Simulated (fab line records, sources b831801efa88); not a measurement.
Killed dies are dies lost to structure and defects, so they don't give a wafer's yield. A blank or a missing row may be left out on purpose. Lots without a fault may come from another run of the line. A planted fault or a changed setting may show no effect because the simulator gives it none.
fab line records | flow sky130
record lots=5 wafers=15 last_day=50
route steps=708 shown METAL5@668 PASSIVATION@681 PAD_OPEN@694
lots that met no fault: from a run of the same line without faults
start_h: hours from the record's first day to the start of the lot's first wafer shown | wait_h: hours since the lot's step before | " the same as in the row above | L1.1+2: a row that stands for several wafers | - no value, or no start given | * or withheld: withheld | < > ~ a bound
route shown NAME@n: a module of which the file shows steps, and the number in the route of the first | usual: mean/standard deviation of fault-free wafers | same: alike in all rows | chamber/n: place in a boat | sites: the reading at each site | _std_site: their standard deviation | _edge_site: outer sites' mean less inner sites' | radius_mm: how far each site lies from the wafer's centre | mask NAME#n: copy n | behind: the tool/chamber that last shaped the wafer | hold: why the lot was held/for how many hours/how that ended | device: the transistor (n, p or np) that didn't switch | end of line: the same wafers' tests at the end of the route | a step without rows: its recipe alone | killed: dies lost to structure and defects at the first sort, not the wafer's yield | map: a wafer's dies, x killed, . not, _ none there
set.NAME: the setting as run; set.NAME@STEP: as run at that earlier step | model.NAME: the simulator's own value behind a step, which no gauge read
lots at some steps of the route; a table a step, a row a wafer
services: from which hour (start_h, from the record's first day; less than 0 if before it) a tool's chamber was out of use, for how many hours, and why
## steps
# step SKY_METAL5_DEHYDRATE_07
# recipe temp_c=200 time_s=60
# step SKY_METAL5_HMDS_08
# recipe prime_time_s=60 prime_temp_c=120
# step SKY_METAL5_COAT_09
# recipe resist=NOVOLAK spin_rpm=3000 resist_thk_nm=1800
# step SKY_METAL5_SOFTBAKE_10
# recipe temp_c=90 time_s=60 resist=NOVOLAK
# step SKY_METAL5_EXPOSE_11
# recipe mask_id=MM5 na=0.6 source_shape=conventional sigma_outer=0.6 polarization=unpolarized target_cd_nm=1600 dose_mj=190
# step SKY_METAL5_PEB_12
# recipe temp_c=withheld time_s=* resist=NOVOLAK
# step SKY_METAL5_DEVELOP_13
# recipe resist=NOVOLAK developer=TMAH develop_time_s=60 dev_temp_c=23
# step SKY_METAL5_DESCUM_14
# recipe chemistry=O2 source_power_w=150 bias_power_w=0 pressure_mtorr=10 temp_c=40 time_s=11
# step SKY_METAL5_METAL_ETCH_15
# recipe target_depth_a=12600 stop_on=SiO2 over_etch_frac=0.2 time_s=261.4 chemistry=Cl2/BCl3 resist_sidewall_deg=86 pressure_mtorr=10 icp_w=900 bias_w=48.5 Cl2_flow_sccm=60 bcl3_flow_sccm=30
# usual drypump_motor_current_A=5.6/0.4 oes_product_au=0.893/0.0055 throttle_valve_pct=22.264/0.0092
# columns lot.wafer tool chamber start_h wait_h drypump_motor_current_A oes_product_au rf_hours_counter_h throttle_valve_pct
L597.2 rie_metal-02 1 1035.11 0.0 6.0 0.888 15 22.260
L597.4 " 0 " " 5.9 0.891 - 22.243
L597.5 " 0 " " 6.0 0.894 - 22.254
L602.1 rie_metal-03 1 1076.51 0.0 5.1 0.894 3 22.251
L602.2 " 0 " " 5.8 0.885 15 22.280
L602.5 " 1 " " 5.1 0.886 - 22.255
L609.3 rie_metal-03 1 1103.29 0.1 5.1 0.898 - 22.270
L609.4 " 0 " " 5.8 0.901 - 22.260
L609.5 " 1 " " 5.1 0.895 - 22.247
L611.1 rie_metal-01 0 1120.54 0.0 5.2 0.893 25 22.253
L611.4 " 0 " " 5.3 0.894 - 22.257
L611.6 " 0 " " 5.2 0.896 - 22.253
L620.2 rie_metal-01 1 1164.49 0.0 6.1 0.896 20 22.257
L620.4 " 1 " " 6.1 0.886 - 22.275
L620.6 " 1 " " 6.1 0.893 - 22.268
# step SKY_METAL5_STRIP_16
# recipe chemistry=O2/N2 power_w=1400 pressure_mtorr=1500 platen_temp_c=withheld o2_flow_sccm=3000 n2_flow_sccm=300 overash_fraction=0.5
# usual drypump_motor_current_A=5.6/0.61 o2_flow_sccm=3000/9.1 oes_product_au=0.711/0.0049 strip_time_to_endpoint_s=12.77/0.073
# columns lot.wafer tool chamber start_h wait_h drypump_motor_current_A o2_flow_sccm oes_product_au rf_hours_counter_h strip_time_to_endpoint_s
L597.2 plasma_asher-01 1 1035.34 0.2 6.1 2991 0.702 57 12.69
L597.4 " 1 " " 6.1 2993 0.711 - 12.78
L597.5 " 1 " " 6.1 3003 0.708 - 12.79
L602.1 plasma_asher-04 0 1076.74 0.2 6.0 3004 0.712 34 12.84
L602.2 " 1 " " 4.9 3008 0.714 34 12.81
L602.5 " 1 " " 4.9 3014 0.703 - 12.80
L609.3 plasma_asher-04 0 1103.48 0.1 6.0 2990 0.708 - 12.68
L609.4 " 1 " " 4.9 3000 0.709 - 12.77
L609.5 " 1 " " 4.9 3014 0.711 - 12.68
L611.1 plasma_asher-04 0 1120.78 0.2 6.0 2988 0.714 38 12.77
L611.4 " 0 " " 6.0 2981 0.703 - 12.78
L611.6 " 1 " " 4.9 2997 0.705 - 12.78
L620.2 plasma_asher-04 1 1164.72 0.2 4.9 2995 0.711 42 12.80
L620.4 " 0 " " 6.0 2989 0.711 - 12.81
L620.6 " 0 " " 6.0 2982 0.705 - 12.79
# step SKY_METAL5_STRIP_17
# recipe chemistry=post_etch_residue_remover time_s=1200 temp_c=72.5
# step SKY_METAL5_CLEAN_18
# recipe chemistry=IPA time_s=180 temp_c=25
# step SKY_METAL5_CLEAN_19
# recipe chemistry=O3/DIW dry=n2_spin
# columns lot.wafer tool chamber start_h wait_h
L597.2+4+5 wet_bench-03 3 1035.96 0.0
L602.1+2+5 wet_bench-03 1 1077.28 0.0
L609.3+4+5 wet_bench-03 0 1103.97 0.0
L611.1+4+6 wet_bench-04 2 1121.45 0.0
L620.2+4+6 wet_bench-03 2 1165.22 0.0
# step SKY_PASSIVATION_CVD_00
# recipe material=SiO2 target_thk_nm=90 temp_c=400 time_s=withheld rf_w=600
# usual heater_power_outer_w=402/61 heater_power_w=681/96
# columns lot.wafer tool chamber start_h wait_h heater_power_outer_w heater_power_w
L597.2 pecvd-01 1 1036.06 0.0 426 660
L597.4 " 0 " " 365 695
L597.5 " 0 " " 379 693
L602.1 pecvd-02 1 1077.38 0.0 301 543
L602.2 " 0 " " 349 642
L602.5 " 2 " " 349 568
L609.3 pecvd-02 0 1104.07 0.0 380 672
L609.4 " 1 " " 314 561
L609.5 " 0 " " 389 677
L611.1 pecvd-02 1 1121.55 0.0 315 572
L611.4 " 1 " " 314 575
L611.6 " 0 " " 297 563
L620.2 pecvd-01 1 1165.31 0.0 411 640
L620.4 " 1 " " 407 639
L620.6 " 0 " " 359 683
# step SKY_PASSIVATION_THK_MEAS_01
# recipe reads=SiO2_of_PASSIVATION_CVD_00
# usual PASSIVATION_CVD_00_THK=89.9/1.1
# columns lot.wafer tool chamber start_h wait_h PASSIVATION_CVD_00_THK[nm]
L597.2 film_metro-02 - 1036.11 - 89.7
L597.4 " - " " 91.3
L597.5 " - " " 91.0
L602.1 film_metro-01 - 1077.40 - 88.9
L602.2 " - " " 88.8
L602.5 " - " " 91.1
L609.3 film_metro-01 - 1104.11 - 88.2
L609.4 " - " " 90.1
L609.5 " - " " 89.8
L611.1 film_metro-02 - 1121.57 - 89.7
L611.4 " - " " 90.3
L611.6 " - " " 90.3
L620.2 film_metro-01 - 1165.35 - 90.5
L620.4 " - " " 91.6
L620.6 " - " " 91.3
# step SKY_PASSIVATION_CVD_02
# recipe material=Si3N4 target_thk_nm=540 temp_c=400 time_s=withheld rf_w=450
# usual heater_power_outer_w=437/66 heater_power_w=731/100
# columns lot.wafer tool chamber start_h wait_h heater_power_outer_w heater_power_w
L597.2 pecvd-04 1 1036.16 0.0 472 816
L597.4 " 0 " " 539 789
L597.5 " 1 " " 493 891
L602.1 pecvd-04 2 1077.46 0.1 473 775
L602.2 " 0 " " 475 745
L602.5 " 2 " " 502 795
L609.3 pecvd-04 0 1104.15 0.0 515 794
L609.4 " 0 " " 400 640
L609.5 " 1 " " 427 802
L611.1 pecvd-02 2 1121.63 0.1 376 584
L611.4 " 1 " " 303 554
L611.6 " 0 " " 437 738
L620.2 pecvd-02 2 1165.40 0.0 416 640
L620.4 " 0 " " 442 763
L620.6 " 2 " " 433 676
# step SKY_PASSIVATION_THK_MEAS_03
# recipe reads=Si3N4_of_PASSIVATION_CVD_02
# usual PASSIVATION_CVD_02_THK=540/7
# columns lot.wafer tool chamber start_h wait_h PASSIVATION_CVD_02_THK[nm]
L597.2 film_metro-02 - 1036.39 - 535
L597.4 " - " " 542
L597.5 " - " " 544
L602.1 film_metro-03 - 1077.69 - 530
L602.2 " - " " 537
L602.5 " - " " 535
L609.3 film_metro-01 - 1104.39 - 539
L609.4 " - " " 549
L609.5 " - " " 535
L611.1 film_metro-03 - 1121.85 - 540
L611.4 " - " " 545
L611.6 " - " " 554
L620.2 film_metro-01 - 1165.63 - 539
L620.4 " - " " 535
L620.6 " - " " 550
# step SKY_PASSIVATION_DEHYDRATE_04
# recipe temp_c=200 time_s=60
# step SKY_PASSIVATION_HMDS_05
# recipe prime_time_s=60 prime_temp_c=120
# step SKY_PASSIVATION_COAT_06
# recipe spin_rpm=2000 resist_thk_nm=3000
# step SKY_PASSIVATION_SOFTBAKE_07
# recipe temp_c=110 time_s=withheld
# step SKY_PASSIVATION_EXPOSE_08
# recipe mask_id=NSM target_cd_nm=3000 na=0.57 dose_mj=260
# step SKY_PASSIVATION_PEB_09
# recipe temp_c=115 time_s=withheld
# step SKY_PASSIVATION_DEVELOP_10
# recipe develop_time_s=60 dev_temp_c=23
# step SKY_PASSIVATION_ETCH_11
# recipe chemistry=CF4/O2 target_depth_nm=725 stop_on=AlCu source_w=800 bias_w=150 pressure_mtorr=150 cf4_flow_sccm=80 O2_flow_sccm=10 time_s=161.1
# step SKY_PASSIVATION_STRIP_12
# recipe chemistry=O2/N2 power_w=1400 pressure_mtorr=1500 platen_temp_c=withheld overash_fraction=0.7 o2_flow_sccm=3000 n2_flow_sccm=300
# usual drypump_motor_current_A=5.7/0.52 o2_flow_sccm=2999/9.1 oes_product_au=0.660/0.0046 strip_time_to_endpoint_s=31.47/0.13
# columns lot.wafer tool chamber start_h wait_h drypump_motor_current_A o2_flow_sccm oes_product_au rf_hours_counter_h strip_time_to_endpoint_s
L597.2 plasma_asher-02 0 1057.03 0.1 5.6 2983 0.656 97 31.38
L597.4 " 1 " " 5.4 2993 0.664 - 31.43
L597.5 " 1 " " 5.4 3020 0.655 - 31.37
L602.1 plasma_asher-02 1 1098.23 0.1 5.3 3005 0.657 100 31.32
L602.2 " 0 " " 5.6 2993 0.663 100 31.35
L602.5 " 0 " " 5.6 3004 0.651 - 31.35
L609.3 plasma_asher-01 1 1124.63 0.1 6.1 3000 0.650 - 31.36
L609.4 " 0 " " 6.5 3008 0.665 - 31.27
L609.5 " 1 " " 6.1 2991 0.650 - 31.41
L611.1 plasma_asher-02 1 1140.51 0.1 5.4 3003 0.662 104 31.63
L611.4 " 0 " " 5.6 2985 0.664 - 31.61
L611.6 " 0 " " 5.6 2983 0.659 - 31.51
L620.2 plasma_asher-03 0 1182.21 0.1 4.9 2998 0.661 12 31.40
L620.4 " 1 " " 5.9 2999 0.662 - 31.55
L620.6 " 1 " " 5.9 3012 0.663 - 31.45
# step SKY_PAD_OPEN_DEHYDRATE_00
# recipe temp_c=200 time_s=60
# step SKY_PAD_OPEN_HMDS_01
# recipe prime_time_s=60 prime_temp_c=120
# step SKY_PAD_OPEN_COAT_02
# recipe spin_rpm=2000 resist_thk_nm=3000
# step SKY_PAD_OPEN_SOFTBAKE_03
# recipe temp_c=110 time_s=withheld
# step SKY_PAD_OPEN_EXPOSE_04
# recipe mask_id=PDM target_cd_nm=60000 na=0.57 dose_mj=254.8
# step SKY_PAD_OPEN_PEB_05
# recipe temp_c=115 time_s=withheld
# step SKY_PAD_OPEN_DEVELOP_06
# recipe develop_time_s=60 dev_temp_c=23
# step SKY_PAD_OPEN_ETCH_07
# recipe chemistry=CF4/O2 target_depth_nm=725 stop_on=AlCu source_w=800 bias_w=150 pressure_mtorr=150 cf4_flow_sccm=80 O2_flow_sccm=10 time_s=161.1
# step SKY_PAD_OPEN_STRIP_08
# recipe chemistry=O2/N2 power_w=1400 pressure_mtorr=1500 platen_temp_c=withheld overash_fraction=0.7 o2_flow_sccm=3000 n2_flow_sccm=300
# step SKY_PAD_OPEN_STRIP_09
# recipe chemistry=post_etch_residue_remover time_s=1200 temp_c=72.5
# step SKY_PAD_OPEN_CLEAN_10
# recipe chemistry=IPA time_s=180 temp_c=25
# step SKY_PAD_OPEN_CLEAN_11
# recipe chemistry=O3/DIW dry=n2_spin
# step SKY_PAD_OPEN_ANNEAL_12
# recipe temp_c=400 time_s=withheld ambient=N2/H2 idle_temp_c=300 ramp_up_c_per_min=8 ramp_down_c_per_min=4
# step SKY_PAD_OPEN_BOW_MEAS_13
# recipe mode=bow
# usual PAD_OPEN_BOW=45/8.1
# columns lot.wafer tool chamber start_h wait_h PAD_OPEN_BOW[um]
L597.2 film_metro-02 - 1081.23 - 61
L597.4 " - " " 47
L597.5 " - " " 45
L602.1 film_metro-02 - 1121.15 - 46
L602.2 " - " " 43
L602.5 " - " " 42
L609.3 film_metro-02 - 1144.96 - 41
L609.4 " - " " 36
L609.5 " - " " 51
L611.1 film_metro-02 - 1160.82 - 48
L611.4 " - " " 54
L611.6 " - " " 52
L620.2 film_metro-01 - 1200.44 - 47
L620.4 " - " " 44
L620.6 " - " " 60
# step SKY_PAD_OPEN_PROBE_99
# usual defect_limited_yield=82.4/2.2 killed_at_M0_to_M3=44/6.8 killed_at_M4_up=3.1/1.9 killed_at_contacts=25/5.9 killed_at_front_end=15/4.3 killed_at_other=0.2/0.51 killed_dies=87/11 killed_open=47/7.9 killed_short=39/6.4 sort_bin_3_pad_short=0.9/0.44 sort_bin_5_function=10.3/1.5 sort_bin_6_memory=6.4/1.4 sort_n_pass=405/11 sort_yield_pct=82.4/2.2
# same gross_dies=492 killed_at_back_side=0 sort_bin_4_leakage[%]=0 sort_bin_8_speed[%]=0
# columns lot.wafer tool chamber start_h wait_h defect_limited_yield[%] killed_at_M0_to_M3 killed_at_M4_up killed_at_contacts killed_at_front_end killed_at_other killed_dies killed_open killed_short sort_bin_3_pad_short[%] sort_bin_5_function[%] sort_bin_6_memory[%] sort_n_pass sort_yield_pct[%] model.etest.tester.sort_n_pass model.etest.tester.sort_yield_pct model.etest.tester.sort_bin_5_pct model.etest.tester.sort_bin_3_pct
L597.2 prober-02 - 1081.38 0.1 82.5 45 2 23 16 0 86 49 37 0.4 11.2 5.9 406 82.5 406 82.52 11.18 0.4065
L597.4 prober-02 - 1081.48 0.2 80.5 50 3 23 20 0 96 57 39 1.0 12.2 6.3 396 80.5 396 80.49 12.2 1.016
L597.5 prober-02 - 1081.53 0.2 80.1 49 0 26 23 0 98 55 43 1.0 10.8 8.1 394 80.1 394 80.08 10.77 1.016
L602.1 prober-01 - 1121.27 0.1 83.7 46 4 15 15 0 80 43 37 1.6 9.3 5.3 412 83.7 412 83.74 9.35 1.626
L602.2 prober-01 - 1121.32 0.1 84.6 37 2 21 16 0 76 42 34 0.8 10.0 4.7 416 84.6 416 84.55 9.959 0.813
L602.5 prober-01 - 1121.47 0.2 80.5 55 3 29 9 0 96 58 38 0.6 12.0 6.9 396 80.5 396 80.49 11.99 0.6098
L609.3 prober-01 - 1145.14 0.2 77.0 32 47 22 11 1 113 40 29 4.3 14.6 4.1 379 77.0 379 77.03 14.63 4.268
L609.4 prober-01 - 1145.19 0.2 77.0 32 47 23 11 0 113 36 34 2.0 14.8 6.1 379 77.0 379 77.03 14.84 2.033
L609.5 prober-01 - 1145.24 0.2 78.0 28 46 19 15 0 108 35 29 3.0 12.4 6.5 384 78.0 384 78.05 12.4 3.049
L611.1 prober-01 - 1160.94 0.1 83.3 43 2 27 10 0 82 44 38 1.2 9.3 6.1 410 83.3 410 83.33 9.35 1.22
L611.4 prober-01 - 1161.09 0.2 83.3 43 4 19 15 1 82 46 36 1.0 10.6 5.1 410 83.3 410 83.33 10.57 1.016
L611.6 prober-01 - 1161.19 0.2 82.1 50 3 22 13 0 88 49 39 0.6 10.2 7.1 404 82.1 404 82.11 10.16 0.6098
L620.2 prober-02 - 1200.59 0.1 86.0 32 3 23 11 0 69 31 38 1.4 8.3 4.3 423 86.0 423 85.98 8.333 1.423
L620.4 prober-02 - 1200.69 0.2 82.1 44 5 26 13 0 88 45 43 0.8 13.0 4.1 404 82.1 404 82.11 13.01 0.813
L620.6 prober-02 - 1200.79 0.2 83.5 38 3 25 15 0 81 39 42 0.6 10.6 5.3 411 83.5 411 83.54 10.57 0.6098
# killed by level:class
L597.2 VIA1:geometric_particle:open=12 CONTACT:geometric_particle:open=9 LI_CONTACT:geometric_particle:open=7 METAL2:geometric_particle:short=7 VIA2:geometric_particle:open=6 FIELD_ISO:geometric_particle:short=5 FIELD_ISO:geometric_particle:open=5 METAL3:geometric_particle:short=5
L597.4 VIA1:geometric_particle:open=12 VIA2:geometric_particle:open=11 CONTACT:geometric_particle:open=8 FIELD_ISO:geometric_particle:open=5 CONTACT:geometric_particle:short=5 VIA3:geometric_particle:open=5 POLY_GATE:geometric_particle:short=4 LI_CONTACT:geometric_particle:open=4
L597.5 VIA1:geometric_particle:open=18 LI_CONTACT:geometric_particle:open=11 METAL1:geometric_particle:short=8 POLY_GATE:geometric_particle:short=6 VIA2:geometric_particle:open=5 CONTACT:geometric_particle:short=5 METAL2:geometric_particle:short=5 FIELD_ISO:geometric_particle:open=4
L602.1 VIA2:geometric_particle:open=9 VIA1:geometric_particle:short=8 CONTACT:geometric_particle:open=6 VIA1:geometric_particle:open=6 VIA3:geometric_particle:open=6 VIA3:geometric_particle:short=5 VIA2:geometric_particle:short=4 METAL2:geometric_particle:short=4
L602.2 CONTACT:geometric_particle:short=8 VIA3:geometric_particle:open=8 LI_CONTACT:geometric_particle:open=7 VIA2:geometric_particle:open=7 METAL2:geometric_particle:short=6 CONTACT:geometric_particle:open=6 VIA1:geometric_particle:open=5 FIELD_ISO:geometric_particle:short=4
L602.5 VIA1:geometric_particle:open=17 CONTACT:geometric_particle:open=10 METAL2:geometric_particle:short=9 VIA2:geometric_particle:open=7 METAL1:geometric_particle:short=7 FIELD_ISO:geometric_particle:open=6 LI_CONTACT:geometric_particle:open=6 CONTACT:geometric_particle:short=6
L609.3 METAL5:unspecified=44 CONTACT:geometric_particle:open=8 LI_CONTACT:geometric_particle:open=7 VIA1:geometric_particle:open=6 VIA2:geometric_particle:open=5 POLY_GATE:geometric_particle:open=4 VIA3:geometric_particle:short=4 LOCAL_INTERCONNECT:geometric_particle:open=3
L609.4 METAL5:unspecified=43 VIA1:geometric_particle:short=12 CONTACT:geometric_particle:open=10 VIA1:geometric_particle:open=9 LOCAL_INTERCONNECT:geometric_particle:short=5 LI_CONTACT:geometric_particle:open=4 POLY_GATE:geometric_particle:open=3 METAL4:geometric_particle:short=3
L609.5 METAL5:unspecified=44 VIA2:geometric_particle:open=8 LI_CONTACT:geometric_particle:open=7 POLY_GATE:geometric_particle:short=5 VIA3:geometric_particle:open=5 CONTACT:geometric_particle:open=4 VIA1:geometric_particle:open=4 LI_CONTACT:geometric_particle:short=3
L611.1 VIA1:geometric_particle:open=13 CONTACT:geometric_particle:open=8 LOCAL_INTERCONNECT:geometric_particle:short=6 CONTACT:geometric_particle:short=6 METAL2:geometric_particle:short=6 VIA1:geometric_particle:short=5 FIELD_ISO:geometric_particle:open=4 LI_CONTACT:geometric_particle:open=4
L611.4 VIA3:geometric_particle:open=10 VIA1:geometric_particle:open=9 CONTACT:geometric_particle:open=7 VIA1:geometric_particle:short=7 METAL2:geometric_particle:short=6 FIELD_ISO:geometric_particle:open=5 METAL1:geometric_particle:short=4 METAL4:geometric_particle:short=4
L611.6 VIA1:geometric_particle:open=8 LI_CONTACT:geometric_particle:open=8 VIA3:geometric_particle:open=7 METAL2:geometric_particle:short=5 METAL1:geometric_particle:short=5 VIA2:geometric_particle:open=5 FIELD_ISO:geometric_particle:short=4 LOCAL_INTERCONNECT:geometric_particle:short=4
L620.2 LI_CONTACT:geometric_particle:open=7 CONTACT:geometric_particle:open=6 VIA1:geometric_particle:open=6 VIA1:geometric_particle:short=5 LI_CONTACT:geometric_particle:short=4 VIA3:geometric_particle:open=4 METAL2:geometric_particle:short=4 VIA3:geometric_particle:short=4
L620.4 VIA1:geometric_particle:open=15 LI_CONTACT:geometric_particle:open=7 CONTACT:geometric_particle:short=6 VIA1:geometric_particle:short=5 VIA3:geometric_particle:open=5 METAL4:geometric_particle:short=5 LI_CONTACT:geometric_particle:short=4 CONTACT:geometric_particle:open=4
L620.6 VIA1:geometric_particle:open=9 POLY_GATE:geometric_particle:short=8 LI_CONTACT:geometric_particle:open=8 VIA3:geometric_particle:open=7 CONTACT:geometric_particle:open=6 METAL2:geometric_particle:short=5 VIA1:geometric_particle:short=5 FIELD_ISO:geometric_particle:open=4
# map L609.3 (x killed, . not)
__________.........._________
________....x.x......._______
______............xxx..._____
_____.x.x.......x....x..x____
____.x.....x.......x....x.___
___xxxx.....x.....x........__
__xxxxxxx...x...x.....x....._
_xxxxxxxx.............x.....x
_xxxxxx.x.x............x.....
_xxxxxxx.........x...........
_xxxxxxxx...x...xx....x......
_xxxx..x..x...........x.x....
_....x.x..........x.........x
_.x....x...xx.....x..x.x.x...
_.........x..................
__...x............x.......x._
___.xx...................x.__
____x.......x.........x..x___
_____.x..x......x........____
______x...x.x....x......_____
________..x...x..x..x._______
__________....x.x..._________
# map L602.5 (x killed, . not)
__________.......x.._________
________.xx.....x..x.._______
______x.x...x......x...._____
_____..xx.x....xx.....x.x____
____x.x.........x...xx....___
___...........x....x.......__
__...x....x.x.......xxx...x._
_x..........x..xx.x..........
_............x.....xx..x.....
_xx......x....x.........x.xx.
_........x...x..x...x.x......
_.........xxx.........xx.....
_...x..................xx....
_................x..xx.....x.
_.....x..x...x..........xx.x.
__..x..x...x....x..x.x......_
___........xx.x.......x....__
____..x....x...x..x.x..x..___
_____.............x...x.x____
______........x....x...._____
________...........x.x_______
__________.xxx..x..._________
## services
# columns tool chamber start_h hours kind
pecvd-01 2 1019.90 15.8 repair
pecvd-04 2 1023.42 11.3 repair
pecvd-02 2 1028.28 5.0 scheduled_down
rie_metal-02 - 1033.53 0.7 repair
rie_metal-01 - 1039.83 1.0 repair
pecvd-01 2 1039.89 2.6 repair
plasma_asher-04 - 1040.36 2.8 pm
plasma_asher-03 - 1055.25 9.0 pm
plasma_asher-01 - 1075.31 0.6 repair
plasma_asher-02 - 1077.12 2.8 pm
rie_metal-02 - 1080.64 1.8 repair
pecvd-01 - 1106.26 2.8 pm
rie_metal-01 - 1113.17 2.8 pm
pecvd-01 - 1118.33 6.0 pm
rie_metal-02 0 1122.50 18.1 repair
plasma_asher-01 - 1149.54 0.5 repair
pecvd-04 1 1153.88 5.4 repair
pecvd-02 2 1154.99 2.1 scheduled_down
rie_metal-01 - 1159.70 2.1 repair
pecvd-02 - 1164.28 1.1 repair
plasma_asher-01 - 1169.92 4.8 repair
pecvd-01 2 1173.98 6.1 repair
plasma_asher-02 - 1177.60 14.6 pm
rie_metal-03 - 1177.72 0.3 repair
## key
first_sign step=SKY_PAD_OPEN_PROBE_99 reading=killed_at_M4_up direction=up sigmas=23 usual=3.1 struck=46.7
effect step=SKY_PAD_OPEN_PROBE_99 reading=sort_bin_3_pad_short direction=up sigmas=5.1 usual=0.9 struck=3.1
model_effect step=SKY_PAD_OPEN_PROBE_99 value=etest.tester.sort_n_pass without=419 struck=380.7
met_at SKY_METAL5_CLEAN_19
struck_wafers L609.3,L609.4,L609.5
also_fits SKY_METAL5_METAL_ETCH_15:rie_metal-03,SKY_PASSIVATION_CVD_02:pecvd-04,SKY_PASSIVATION_STRIP_12:plasma_asher-01
fault kind=chamber_particle_source tool=wet_bench-03 chamber=0 onset_h=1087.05 steps=SKY_METAL5_CLEAN_19 rate_per_visit_cm2=1.8005 end_h=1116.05
